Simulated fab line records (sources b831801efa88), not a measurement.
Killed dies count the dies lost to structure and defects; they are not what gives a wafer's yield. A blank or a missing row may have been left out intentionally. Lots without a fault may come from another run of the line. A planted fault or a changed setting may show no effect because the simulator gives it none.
Which tool was responsible? :: flow sky130 :: 15 lots, 42 wafers sampled, at 4 steps of a route of 708

WHAT THE GAUGES READ, wafer by wafer
SKY_FIELD_ISO_CD_MEAS_13: target cd 150 nm.
lot: L397
measured: day 2 12:33
on: cdSem-01
cdNm (nm): 149.1 148.2 148.3

lot: L399
measured: day 2 19:56
on: cdSem-02
cdNm (nm): 150.7 149.5 150.5

lot: L401
measured: day 3 10:53
on: cdSem-02
cdNm (nm): 151.7 150.7 150.3

lot: L402
measured: day 3 11:01
on: cdSem-01
cdNm (nm): 152.7 151.0 151.0

lot: L403
measured: day 3 19:04
on: cdSem-01
cdNm (nm): 148.4 148.6 150.4

lot: L404
measured: day 4 00:52
on: cdSem-02
cdNm (nm): 147.8 148.8 149.0

lot: L405
measured: day 4 06:28
on: cdSem-01
cdNm (nm): 151.4 151.2 151.2

lot: L407
measured: day 4 15:51
on: cdSem-02
cdNm (nm): 149.0 148.7

lot: L408
measured: day 4 22:43
on: cdSem-01
cdNm (nm): 148.2 148.7

lot: L409
measured: day 5 01:07
on: cdSem-01
cdNm (nm): 150.7 149.8

lot: L415
measured: day 6 10:43
on: cdSem-01
cdNm (nm): 150.2 150.4 150.6

lot: L416
measured: day 6 14:55
on: cdSem-01
cdNm (nm): 152.0 151.9 151.3

lot: L417
measured: day 6 18:42
on: cdSem-02
cdNm (nm): 149.7 148.7 148.7

lot: L418
measured: day 6 23:07
on: cdSem-01
cdNm (nm): 148.0 148.1 148.9

lot: L419
measured: day 7 04:37
on: cdSem-02
cdNm (nm): 150.3 150.3 150.0

SKY_VT_ADJUST_LVTN_TW_MEAS_10.
lot: L397
measured: day 7 18:34
on: filmMetro-03
VT_ADJUST_LVTN_TW: 239.1 237.0 238.5

lot: L399
measured: day 7 19:16
on: filmMetro-03
VT_ADJUST_LVTN_TW: 237.7 238.2 237.9

lot: L401
measured: day 8 21:59
on: filmMetro-01
VT_ADJUST_LVTN_TW: 241.7 243.1 243.5

lot: L402
measured: day 8 20:55
on: filmMetro-04
VT_ADJUST_LVTN_TW: 242.8 241.8 241.6

lot: L403
measured: day 8 21:16
on: filmMetro-01
VT_ADJUST_LVTN_TW: 242.7 242.9 244.3

lot: L404
measured: day 9 04:43
on: filmMetro-01
VT_ADJUST_LVTN_TW: 242.2 242.6 243.4

lot: L405
measured: day 9 09:28
on: filmMetro-03
VT_ADJUST_LVTN_TW: 240.0 241.3 240.9

lot: L407
measured: day 9 22:19
on: filmMetro-03
VT_ADJUST_LVTN_TW: 241.0 238.4

lot: L408
measured: day 10 08:32
on: filmMetro-04
VT_ADJUST_LVTN_TW: 241.9 243.0

lot: L409
measured: day 10 15:02
on: filmMetro-01
VT_ADJUST_LVTN_TW: 244.0 244.3

lot: L415
measured: day 12 03:00
on: filmMetro-03
VT_ADJUST_LVTN_TW: 237.7 236.2 236.6

lot: L416
measured: day 12 09:49
on: filmMetro-03
VT_ADJUST_LVTN_TW: 238.1 236.1 238.0

lot: L417
measured: day 12 15:26
on: filmMetro-03
VT_ADJUST_LVTN_TW: 236.8 237.2 237.2

lot: L418
measured: day 12 19:01
on: filmMetro-04
VT_ADJUST_LVTN_TW: 241.5 241.2 242.1

lot: L419
measured: day 13 01:44
on: filmMetro-03
VT_ADJUST_LVTN_TW: 238.7 239.0 239.4

SKY_VT_ADJUST_LVTN_OVL_MEAS_18.
lot: L397
measured: day 8 14:38
on: overlay-02
VT_ADJUST_LVTN_01_OVL (nm): -2.7 -2.1 -1.2

lot: L399
measured: day 8 16:04
on: overlay-02
VT_ADJUST_LVTN_01_OVL (nm): -1.0 0.8 1.1

lot: L401
measured: day 9 19:10
on: overlay-02
VT_ADJUST_LVTN_01_OVL (nm): -2.9 -2.1 -1.6

lot: L402
measured: day 9 17:41
on: overlay-01
VT_ADJUST_LVTN_01_OVL (nm): -1.0 -1.1 -1.7

lot: L403
measured: day 9 17:59
on: overlay-02
VT_ADJUST_LVTN_01_OVL (nm): -0.1 -0.5 1.8

lot: L404
measured: day 10 01:38
on: overlay-02
VT_ADJUST_LVTN_01_OVL (nm): -1.9 -2.7 -0.9

lot: L405
measured: day 10 06:55
on: overlay-02
VT_ADJUST_LVTN_01_OVL (nm): -0.2 -0.7 -0.2

lot: L407
measured: day 10 21:04
on: overlay-01
VT_ADJUST_LVTN_01_OVL (nm): -3.7 -1.5

lot: L408
measured: day 11 07:26
on: overlay-01
VT_ADJUST_LVTN_01_OVL (nm): -0.4 0.1

lot: L409
measured: day 11 13:45
on: overlay-01
VT_ADJUST_LVTN_01_OVL (nm): 3.1 -0.1

lot: L415
measured: day 13 03:36
on: overlay-01
VT_ADJUST_LVTN_01_OVL (nm): 0.5 0.1 2.2

lot: L416
measured: day 13 10:56
on: overlay-02
VT_ADJUST_LVTN_01_OVL (nm): 0.2 -0.5 -1.0

lot: L417
measured: day 13 15:58
on: overlay-02
VT_ADJUST_LVTN_01_OVL (nm): -0.8 1.0 -1.5

lot: L418
measured: day 13 19:57
on: overlay-02
VT_ADJUST_LVTN_01_OVL (nm): 0.8 -0.7 -0.1

lot: L419
measured: day 14 03:18
on: overlay-02
VT_ADJUST_LVTN_01_OVL (nm): 1.2 -0.2 0.9

EACH LOT AND THE TOOL THAT RAN IT (in order: tool; ch and the chambers of the sampled wafers; start)
lot: L397
SKY_VT_ADJUST_HVTP_SOFTBAKE_03: lithoTrack-02 ch 0, day 6 12:24

lot: L399
SKY_VT_ADJUST_HVTP_SOFTBAKE_03: lithoTrack-04 ch 0, day 6 13:01

lot: L401
SKY_VT_ADJUST_HVTP_SOFTBAKE_03: lithoTrack-02 ch 0, day 7 15:00

lot: L402
SKY_VT_ADJUST_HVTP_SOFTBAKE_03: lithoTrack-01 ch 0, day 7 13:05

lot: L403
SKY_VT_ADJUST_HVTP_SOFTBAKE_03: lithoTrack-01 ch 0, day 7 14:02

lot: L404
SKY_VT_ADJUST_HVTP_SOFTBAKE_03: lithoTrack-04 ch 0, day 7 20:35

lot: L405
SKY_VT_ADJUST_HVTP_SOFTBAKE_03: lithoTrack-02 ch 0, day 8 01:55

lot: L407
SKY_VT_ADJUST_HVTP_SOFTBAKE_03: lithoTrack-02 ch 0, day 8 15:45

lot: L408
SKY_VT_ADJUST_HVTP_SOFTBAKE_03: lithoTrack-02 ch 0, day 9 00:04

lot: L409
SKY_VT_ADJUST_HVTP_SOFTBAKE_03: lithoTrack-02 ch 0, day 9 06:25

lot: L415
SKY_VT_ADJUST_HVTP_SOFTBAKE_03: lithoTrack-04 ch 0, day 10 16:36

lot: L416
SKY_VT_ADJUST_HVTP_SOFTBAKE_03: lithoTrack-01 ch 0, day 10 21:13

lot: L417
SKY_VT_ADJUST_HVTP_SOFTBAKE_03: lithoTrack-01 ch 0, day 11 02:17

lot: L418
SKY_VT_ADJUST_HVTP_SOFTBAKE_03: lithoTrack-04 ch 0, day 11 06:26

lot: L419
SKY_VT_ADJUST_HVTP_SOFTBAKE_03: lithoTrack-04 ch 0, day 11 13:33
- SKY_VT_ADJUST_HVTP_SOFTBAKE_03: time 60 s.

WHAT THE TOOLS THEMSELVES READ (means of the sampled wafers that have a number; where no wafer has one, the mark that the record gives instead)
SKY_VT_ADJUST_HVTP_SOFTBAKE_03.
lot: L397
tool: lithoTrack-02
runLengthS (s): 89.41

lot: L399
tool: lithoTrack-04
runLengthS (s): 89.02

lot: L401
tool: lithoTrack-02
runLengthS (s): 89.21

lot: L402
tool: lithoTrack-01
runLengthS (s): 88.98

lot: L403
tool: lithoTrack-01
runLengthS (s): 89.06

lot: L404
tool: lithoTrack-04
runLengthS (s): 89.10

lot: L405
tool: lithoTrack-02
runLengthS (s): 89.33

lot: L407
tool: lithoTrack-02
runLengthS (s): 99.65

lot: L408
tool: lithoTrack-02
runLengthS (s): 94.67

lot: L409
tool: lithoTrack-02
runLengthS (s): 94.44

lot: L415
tool: lithoTrack-04
runLengthS (s): 89.17

lot: L416
tool: lithoTrack-01
runLengthS (s): 89.11

lot: L417
tool: lithoTrack-01
runLengthS (s): 88.98

lot: L418
tool: lithoTrack-04
runLengthS (s): 89.05

lot: L419
tool: lithoTrack-04
runLengthS (s): 89.02

THE ANSWER, worked out from the rows above alone
Rule: the usual values come from the lots themselves. Put in order of their means at a reading, lots are off if they are a third of the lots or fewer, leave a main group of 4 or more, and stand apart from it by a gap of 3 or more times the standard deviation of the main group's means; of several such gaps the widest counts. The tables above print the reading to a certain number of digits; a main group whose means all agree to those digits is not used. Also off: a lot with no number at a reading for which 4 or more lots have one. Where the step has rows for the other lots, those lots are counted as sound. Order of review: gauges by route order, followed by the tools' own readings, for which a lot's mean as printed above is used. At the first step where some lot is off, the reading lying furthest off is the one used; lots without a number count as furthest.
Off: L407, L408, L409, at SKY_VT_ADJUST_HVTP_SOFTBAKE_03 (runLengthS). Mean 89.12 s and standard deviation 0.13 in the main group.
If a tool, at that step or one of the process steps before it, ran each lot that is off and ran no sound lot following the first of them, it fits. One fits: SKY_VT_ADJUST_HVTP_SOFTBAKE_03 on lithoTrack-02. A fault onset in the window from L405 (day 8 01:55, its last sound lot) to L407 (day 8 15:45, its first lot off) fits.
On the lots that are off, the tool's own readings at SKY_VT_ADJUST_HVTP_SOFTBAKE_03 differ by more than 5 times the standard deviation of the sound lots' means, which bears it out; runLengthS reads 96.25 s there versus 89.12 s on the sound lots.

WHAT THE SIMULATOR PUT IN
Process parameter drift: lithoTrack-02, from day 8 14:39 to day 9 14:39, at SKY_VT_ADJUST_HVTP_SOFTBAKE_03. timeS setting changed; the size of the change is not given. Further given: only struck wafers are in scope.
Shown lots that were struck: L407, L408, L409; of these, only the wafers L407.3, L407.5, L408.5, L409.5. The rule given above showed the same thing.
